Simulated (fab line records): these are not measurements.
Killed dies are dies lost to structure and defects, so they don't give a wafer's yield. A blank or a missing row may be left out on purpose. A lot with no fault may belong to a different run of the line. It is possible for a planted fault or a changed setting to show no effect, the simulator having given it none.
One fault seen from 2 desks / flow sfq_line / numbers are kept per desk, each desk with only its own; the story behind them comes last

DESK OF THE TOOL OWNER: pvd_sputter-05
The tool's own readings at SFQ_TRILAYER_R5_DEP_SPUTTER_132 (material Ti, target thk 5 nm, time 5 s): means of the sampled wafers that have a number, for each lot that ran on this tool. Marked OUT: a lot whose mean sits more than 4 standard deviations from the usual mean, which makes it out of limits; the brackets give that distance.
Columns: A = cathode_dc_power_W at SFQ_TRILAYER_R5_DEP_SPUTTER_132, usual 2000.0 W; B = throttle_valve_pct at SFQ_TRILAYER_R5_DEP_SPUTTER_132, usual 30.0 %
lot=L768; first seen here=day 58 18:55; A=2000.3; B=29.9
lot=L779; first seen here=day 60 13:03; A=1915.2 (-99 or more) OUT; B=29.9
lot=L781; first seen here=day 61 03:46; A=1915.3 (-99 or more) OUT; B=29.9
This desk's finding: out of limits on L779, L781; first on L779, day 60 13:03 (cathode_dc_power_W at SFQ_TRILAYER_R5_DEP_SPUTTER_132). L768 stayed within limits.

AT THE METROLOGY DESK
Means of the sampled wafers that have a number, per lot and without regard to the tool the lot ran on: this is what the gauges read. Marked OUT: a lot whose mean sits more than 4 standard deviations from the usual mean, which makes it out of limits; the brackets give that distance.
Columns: A = M5_OVL at SFQ_M5_OVL_MEAS_932, usual 1 nm
lot=L765; first seen here=day 51 17:32; A=-3
lot=L768; first seen here=day 58 13:34; A=-4
lot=L779; first seen here=day 60 07:41; A=1
lot=L781; first seen here=day 60 18:30; A=6
lot=L782; first seen here=day 61 03:01; A=5
lot=L785; first seen here=day 61 09:01; A=1
This desk's verdict: no lot among the 6 shows anything out of limits.

BROUGHT TOGETHER
On L779, L781, at day 60 13:03, an alarm was possible from the tool owner's desk.
The metrology desk saw nothing out of limits.
The metrology desk has L779, L781 on record, within its limits.
The lots listed all ran SFQ_TRILAYER_R5_DEP_SPUTTER_132 on pvd_sputter-05.

WHAT HAD BEEN PUT IN BY THE SIMULATOR
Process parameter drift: pvd_sputter-05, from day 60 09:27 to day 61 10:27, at SFQ_TRILAYER_R5_DEP_SPUTTER_132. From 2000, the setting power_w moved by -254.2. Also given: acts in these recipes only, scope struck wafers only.
Lots struck among those shown: L779, L781.
Each desk's first reading out of limits, in hours after the fault started: the tool owner's desk, 4.
